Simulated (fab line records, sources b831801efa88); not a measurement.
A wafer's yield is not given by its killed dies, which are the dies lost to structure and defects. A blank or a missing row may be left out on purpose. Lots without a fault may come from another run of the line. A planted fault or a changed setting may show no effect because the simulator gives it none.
One fault seen from 2 desks | flow sfq-line | only its own numbers are on each desk; what lay behind them is given at the end

## AT THE TOOL OWNER'S DESK: krf-scanner-01
The tool's own readings at SFQ_TRILAYER_M1_LITHO_EXPOSE_040 (exposes mask M1, target cd 500 nm): means of the sampled wafers that have a number, for each lot that ran on this tool. A lot is out of limits, marked OUT, if its mean lies more than 4 standard deviations from the usual mean; the brackets give that distance.
Columns: A = exposure-dose-mJ-cm2 at SFQ_TRILAYER_M1_LITHO_EXPOSE_040, usual 14.403; B = focus-offset-nm at SFQ_TRILAYER_M1_LITHO_EXPOSE_040, usual -0.1 nm
lot  | first seen here | A                | B
L539 | day 19 17:39    | 14.387           | 0.7
L540 | day 20 05:27    | 14.680 (+17) OUT | 0.0
L541 | day 20 08:03    | 14.673 (+17) OUT | 0.7
L542 | day 20 18:39    | 14.688 (+18) OUT | -0.2
Finding of this desk: L540, L541, L542 out of limits; the first was L540 at day 20 05:27, on exposure-dose-mJ-cm2 at SFQ_TRILAYER_M1_LITHO_EXPOSE_040. L539: within limits.

## FROM THE METROLOGY DESK
What the gauges read for every lot (on any tool): the sampled wafers with a number, averaged. A lot is out of limits, marked OUT, if its mean lies more than 4 standard deviations from the usual mean; the brackets give that distance.
Columns: A = I0_OVL at SFQ_I0_OVL_MEAS_908, usual -4 nm; B = M1_NB_RS at SFQ_M1_RS_MEAS_909, usual 0.888 ohm/sq; C = M1_OVL at SFQ_M1_OVL_MEAS_911, usual -1 nm
lot  | first seen here | A   | B     | C
L534 | day 13 06:33    | -12 | 0.904 | -6
L539 | day 14 15:49    | -2  | 0.879 | 1
L540 | day 15 02:37    | -11 | 0.870 | 2
L541 | day 15 03:49    | -3  | 0.895 | 2
L542 | day 15 10:34    | -2  | 0.880 | 1
L550 | day 17 09:22    | -2  | 0.882 | 5
L552 | day 17 17:58    | -7  | 0.894 | 2
Finding of this desk: none of the 7 lots has anything out of limits.

## PUT TOGETHER
At day 20 05:27, on L540, L541, L542, the tool owner's desk was in a position to raise an alarm.
From the metrology desk's view, nothing was out of limits.
The metrology desk holds a record of L540, L541, L542, inside its limits.
Of the lots named, all ran SFQ_TRILAYER_M1_LITHO_EXPOSE_040 on krf-scanner-01.

## WHAT WAS PUT IN BY THE SIMULATOR
Process parameter drift: krf-scanner-01, from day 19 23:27 on, at SFQ_TRILAYER_M1_LITHO_EXPOSE_040. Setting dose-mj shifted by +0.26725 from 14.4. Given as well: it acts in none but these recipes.
Struck lots among those shown: L540, L541, L542.
How many hours passed from the start of the fault until each desk's first out-of-limits reading: the tool owner's desk, 6.
